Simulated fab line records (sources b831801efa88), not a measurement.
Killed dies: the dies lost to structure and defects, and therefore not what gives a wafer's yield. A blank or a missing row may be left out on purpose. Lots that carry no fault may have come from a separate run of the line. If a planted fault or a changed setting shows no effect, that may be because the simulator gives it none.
What tool caused it? | flow gf180mcu | 14 lots, 42 wafers sampled, at 4 steps of a route of 602

WHAT THE GAUGES READ, wafer by wafer
GF_VT_IMPLANT_OVL_MEAS_29. Usual: VT_IMPLANT_02_OVL gives 0.3 nm (standard deviation 1).
lot  | measured     | on         | VT_IMPLANT_02_OVL (nm) | flag
L510 | day 6 18:48  | overlay-01 | -0.5 -0.3 0.1          |
L511 | day 7 03:08  | overlay-01 | 0.8 0.1 0.7            |
L512 | day 7 10:12  | overlay-01 | 2.1 -0.8 -0.1          |
L514 | day 7 21:50  | overlay-01 | -1.3 -1.1 0.1          |
L515 | day 8 06:52  | overlay-02 | 0.0 1.6 -0.9           |
L516 | day 8 14:10  | overlay-02 | 1.7 1.1 1.5            |
L517 | day 8 17:28  | overlay-01 | 0.4 1.3 -0.5           |
L520 | day 9 13:47  | overlay-01 | -0.7 -1.1 -0.8         |
L527 | day 11 10:57 | overlay-01 | 0.5 0.1 1.3            |
L528 | day 11 14:35 | overlay-02 | 1.8 0.7 1.1            |
L529 | day 12 05:26 | overlay-01 | 1.0 -0.2 0.0           |
L530 | day 12 11:44 | overlay-01 | -0.4 0.1 0.3           |
L532 | day 12 20:35 | overlay-01 | -0.3 -1.2 0.8          |
L533 | day 13 04:05 | overlay-02 | 2.1 0.4 2.8            |

GF_VT_IMPLANT_RS_MEAS_46: measurement is done with a four-point probe. Usual: MVSD_RS gives 456.5 ohm/sq (standard deviation 0.93).
lot  | measured     | on            | MVSD_RS (ohm/sq)  | flag
L510 | day 7 11:03  | film_metro-04 | 456.7 456.7 455.5 |
L511 | day 7 19:05  | film_metro-04 | 456.5 455.4 456.6 |
L512 | day 8 02:56  | film_metro-04 | 456.2 455.2 456.5 |
L514 | day 8 15:18  | film_metro-02 | 455.0 456.5 456.0 |
L515 | day 9 00:20  | film_metro-03 | 458.4 457.5 458.0 |
L516 | day 9 07:32  | film_metro-02 | 457.3 457.2 457.6 |
L517 | day 9 11:34  | film_metro-02 | 456.1 457.5 456.2 |
L520 | day 10 08:30 | film_metro-04 | 457.0 456.2 455.9 |
L527 | day 12 06:30 | film_metro-03 | 455.5 456.3 454.0 |
L528 | day 12 11:07 | film_metro-03 | 456.0 456.2 455.9 |
L529 | day 13 01:37 | film_metro-02 | 458.0 457.0 455.9 |
L530 | day 13 08:14 | film_metro-04 | 457.5 457.3 457.6 |
L532 | day 13 16:54 | film_metro-03 | 458.0 455.9 457.9 |
L533 | day 13 23:49 | film_metro-03 | 456.0 455.1 457.0 |

GF_SAB_THK_MEAS_01. Usual: SAB_CVD_00_THK gives 50.1 nm (standard deviation 0.64).
lot  | measured     | on            | SAB_CVD_00_THK (nm) | flag
L510 | day 14 02:53 | film_metro-02 | 49.5 49.8 50.3      |
L511 | day 14 11:49 | film_metro-03 | 50.1 50.3 50.6      |
L512 | day 14 23:13 | film_metro-03 | 48.9 49.6 50.1      |
L514 | day 15 13:38 | film_metro-03 | 49.7 48.9 50.2      |
L515 | day 15 23:38 | film_metro-03 | 49.3 48.9 49.4      |
L516 | day 16 08:50 | film_metro-03 | 21.8 49.6 50.1      | OFF
L517 | day 16 13:02 | film_metro-03 | 21.8 22.2 50.1      | OFF
L520 | day 17 18:10 | film_metro-02 | 49.1 49.4 50.2      |
L527 | day 20 09:34 | film_metro-03 | 50.6 50.3 49.9      |
L528 | day 20 13:32 | film_metro-03 | 49.7 50.1 49.6      |
L529 | day 21 11:20 | film_metro-02 | 49.7 50.2 50.7      |
L530 | day 21 14:42 | film_metro-02 | 49.4 49.8 49.8      |
L532 | day 21 21:30 | film_metro-03 | 49.9 51.0 51.0      |
L533 | day 22 10:23 | film_metro-02 | 49.4 49.7 51.1      |

WHICH TOOL RAN EACH LOT (tool, then ch and the chambers of the sampled wafers, then the start)
lot  | GF_SAB_CVD_00
L510 | pecvd-03 ch 0,1,2, day 14 02:51
L511 | pecvd-01 ch 0,1, day 14 11:47
L512 | pecvd-02 ch 1,2, day 14 23:12
L514 | pecvd-02 ch 0,1,2, day 15 13:37
L515 | pecvd-02 ch 1,2, day 15 23:37
L516 | pecvd-02 ch 0,1,2, day 16 08:45
L517 | pecvd-02 ch 1,2, day 16 13:00
L520 | pecvd-03 ch 0,1,2, day 17 18:08
L527 | pecvd-02 ch 0,1,2, day 20 09:32
L528 | pecvd-01 ch 0,1,2, day 20 13:31
L529 | pecvd-02 ch 0,1, day 21 11:18
L530 | pecvd-02 ch 0,2, day 21 14:40
L532 | pecvd-02 ch 0,1,2, day 21 21:29
L533 | pecvd-01 ch 0,2, day 22 10:21
- GF_SAB_CVD_00: deposits SiO2 from TEOS, target thk 50 nm, time 4.9302 s.

AS READ BY THE TOOLS THEMSELVES (means over the sampled wafers that have a number; for cases with no such wafer, the mark the record gives instead)
GF_SAB_CVD_00. Usual: heater_power_w reads 695 W (standard deviation 150).
lot  | tool     | heater_power_w (W) | flag
L510 | pecvd-03 | 803                |
L511 | pecvd-01 | 676                |
L512 | pecvd-02 | 690                |
L514 | pecvd-02 | 595                |
L515 | pecvd-02 | 782                |
L516 | pecvd-02 | 671                |
L517 | pecvd-02 | 716                |
L520 | pecvd-03 | 804                |
L527 | pecvd-02 | 631                |
L528 | pecvd-01 | 650                |
L529 | pecvd-02 | 722                |
L530 | pecvd-02 | 597                |
L532 | pecvd-02 | 645                |
L533 | pecvd-01 | 476                |

THE ANSWER, worked out from the rows above alone
Rule: lot off if the mean of its wafers having a number is beyond 3 standard deviations from the usual mean. Also off: a lot with no number at a reading for which 4 or more lots have one. All remaining lots with rows at the step are treated as sound. The gauges are gone through in route order, then the tools' own readings, and for those a lot's mean is taken as printed above. The first step at which some lot is off is used, and at that step the reading that is off furthest; a lot without a number counts as furthest.
Off: at GF_SAB_THK_MEAS_01 (SAB_CVD_00_THK), L516, L517.
A tool fits if, at a process step before that reading, it ran every lot that is off, and no sound lot after the first of them. Those tools and the gauges at GF_SAB_THK_MEAS_01 are tried in the same way. None of those tried fits.

WHAT WAS PUT IN BY THE SIMULATOR
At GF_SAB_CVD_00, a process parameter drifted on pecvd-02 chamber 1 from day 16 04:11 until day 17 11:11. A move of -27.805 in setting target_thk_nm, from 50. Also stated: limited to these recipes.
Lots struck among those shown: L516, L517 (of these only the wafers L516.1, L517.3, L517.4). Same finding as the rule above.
